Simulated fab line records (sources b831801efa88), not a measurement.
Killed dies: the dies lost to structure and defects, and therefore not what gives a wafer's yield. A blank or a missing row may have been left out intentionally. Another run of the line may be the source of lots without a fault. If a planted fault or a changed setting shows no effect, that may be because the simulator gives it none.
Matching of chambers / flow sfq-line / SFQ_TRILAYER_I6_CMP_CMP_166 on cmp-02 has 4 sister chambers
The step polishes SiO2. 8 wafers are shown with their chamber, then 7 later ones without.

WAFERS, EACH WITH ITS CHAMBER
wafer=L803.3; chamber=3; motor-current-A (A)=11.6; time-to-endpoint-s (s)=208
wafer=L803.4; chamber=0; motor-current-A (A)=10.0; time-to-endpoint-s (s)=231
wafer=L807.1; chamber=1; motor-current-A (A)=8.7; time-to-endpoint-s (s)=211
wafer=L807.4; chamber=2; motor-current-A (A)=8.8; time-to-endpoint-s (s)=217
wafer=L807.5; chamber=2; motor-current-A (A)=8.9; time-to-endpoint-s (s)=226
wafer=L809.3; chamber=0; motor-current-A (A)=10.2; time-to-endpoint-s (s)=213
wafer=L809.4; chamber=3; motor-current-A (A)=11.6; time-to-endpoint-s (s)=213
wafer=L809.5; chamber=1; motor-current-A (A)=8.7; time-to-endpoint-s (s)=213

WAFERS WITHOUT THEIR CHAMBER
wafer=L812.3; motor-current-A (A)=11.6; time-to-endpoint-s (s)=210
wafer=L812.4; motor-current-A (A)=9.8; time-to-endpoint-s (s)=217
wafer=L812.1; motor-current-A (A)=8.8; time-to-endpoint-s (s)=229
wafer=L815.1; motor-current-A (A)=11.1; time-to-endpoint-s (s)=229
wafer=L815.2; motor-current-A (A)=10.3; time-to-endpoint-s (s)=232
wafer=L815.6; motor-current-A (A)=8.8; time-to-endpoint-s (s)=221
wafer=L817.6; motor-current-A (A)=10.1; time-to-endpoint-s (s)=215

WHICH CHAMBER EACH WENT THROUGH
wafer=L812.3; from the rows above=3; in truth=3
wafer=L812.4; from the rows above=0; in truth=0
wafer=L812.1; from the rows above=can't be placed: 2 or 1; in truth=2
wafer=L815.1; from the rows above=3; in truth=3
wafer=L815.2; from the rows above=0; in truth=0
wafer=L815.6; from the rows above=can't be placed: 2 or 1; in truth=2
wafer=L817.6; from the rows above=0; in truth=0
Correctly placed: 5 of 7. Unplaceable from these rows: 2, with the true chamber sitting among the candidates in 2. Number placed wrongly: 0.
How it was worked out, from the rows above alone: a wafer's distance from a chamber is the root of the sum, over the readings, of the square of ((its reading less the chamber's mean) divided by the reading's scatter). The wafer belongs to the nearest chamber; if the next one is less than 2 further off, it can't be placed. Each chamber's mean is taken over the wafers shown for it. How the scatter is found: for the shown wafers, subtract from each reading the mean of its chamber, square and add these, divide the total by (wafers less chambers), then take the root.
